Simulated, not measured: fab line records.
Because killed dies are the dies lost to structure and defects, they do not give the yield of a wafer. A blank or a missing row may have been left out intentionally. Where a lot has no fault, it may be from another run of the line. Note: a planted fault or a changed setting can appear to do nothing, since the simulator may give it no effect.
The tool behind it: which one? || flow gf180mcu || Sampling: 7 lots, 21 wafers, 3 of 602 route steps

== WHAT THE GAUGES SHOWED, per wafer ==
GF_V5_BOW_MEAS_05.
{"lot": "L162", "measured": "day 27 00:42", "on": "film metro-03", "V5_BOW (um)": "120 112 119"}
{"lot": "L165", "measured": "day 28 00:21", "on": "film metro-04", "V5_BOW (um)": "129 127 141"}
{"lot": "L167", "measured": "day 28 21:02", "on": "film metro-03", "V5_BOW (um)": "135 130 138"}
{"lot": "L169", "measured": "day 29 04:01", "on": "film metro-04", "V5_BOW (um)": "147 137 137"}
{"lot": "L175", "measured": "day 31 02:19", "on": "film metro-01", "V5_BOW (um)": "146 152 140"}
{"lot": "L177", "measured": "day 31 11:18", "on": "film metro-03", "V5_BOW (um)": "145 140 138"}
{"lot": "L181", "measured": "day 32 12:58", "on": "film metro-03", "V5_BOW (um)": "133 125 116"}

== WHAT TOOL EACH LOT RAN ON (gives the tool, then ch and the chambers of the sampled wafers, and finally the start) ==
{"lot": "L162", "GF_CONTACT_CVD_24": "cvd w-02 ch 0,1, day 16 17:16", "GF_MIM_SPUTTER_04": "pvd sputter-02, day 25 04:48"}
{"lot": "L165", "GF_CONTACT_CVD_24": "cvd w-02 ch 0,1, day 17 23:17", "GF_MIM_SPUTTER_04": "pvd sputter-03, day 26 05:35"}
{"lot": "L167", "GF_CONTACT_CVD_24": "cvd w-01 ch 0,1, day 19 00:01", "GF_MIM_SPUTTER_04": "pvd sputter-03, day 27 03:04"}
{"lot": "L169", "GF_CONTACT_CVD_24": "cvd w-01 ch 0,1, day 19 08:44", "GF_MIM_SPUTTER_04": "pvd sputter-01, day 27 11:26"}
{"lot": "L175", "GF_CONTACT_CVD_24": "cvd w-02 ch 0,1, day 21 18:46", "GF_MIM_SPUTTER_04": "pvd sputter-01, day 29 11:13"}
{"lot": "L177", "GF_CONTACT_CVD_24": "cvd w-01 ch 0,1, day 22 09:00", "GF_MIM_SPUTTER_04": "pvd sputter-03, day 29 21:50"}
{"lot": "L181", "GF_CONTACT_CVD_24": "cvd w-01 ch 0,1, day 23 18:57", "GF_MIM_SPUTTER_04": "pvd sputter-01, day 31 00:05"}
- GF_CONTACT_CVD_24: deposits W, target thk 300 nm, time 90.339 s.
- GF_MIM_SPUTTER_04: material TiN, target thk 50 nm, time 41.7 s.

== THE ANSWER, worked out from the rows above alone ==
Rule: what is usual is taken from the lots themselves. Put in order of their means at a reading, lots are off if they are a third of the lots or fewer, leave a main group of 4 or more, and stand apart from it by a gap of 3 or more times the standard deviation of the main group's means; of several such gaps the widest counts. A main group is skipped when, at the precision printed for the reading in the tables above, its means are all equal. A lot without any number at a reading at which 4 lots or more have one is off too. Where the step has rows for the other lots, those lots are counted as sound.
Nothing can be told from this: no lot is off at any reading shown.

== WHAT THE SIMULATOR HAD INSERTED ==
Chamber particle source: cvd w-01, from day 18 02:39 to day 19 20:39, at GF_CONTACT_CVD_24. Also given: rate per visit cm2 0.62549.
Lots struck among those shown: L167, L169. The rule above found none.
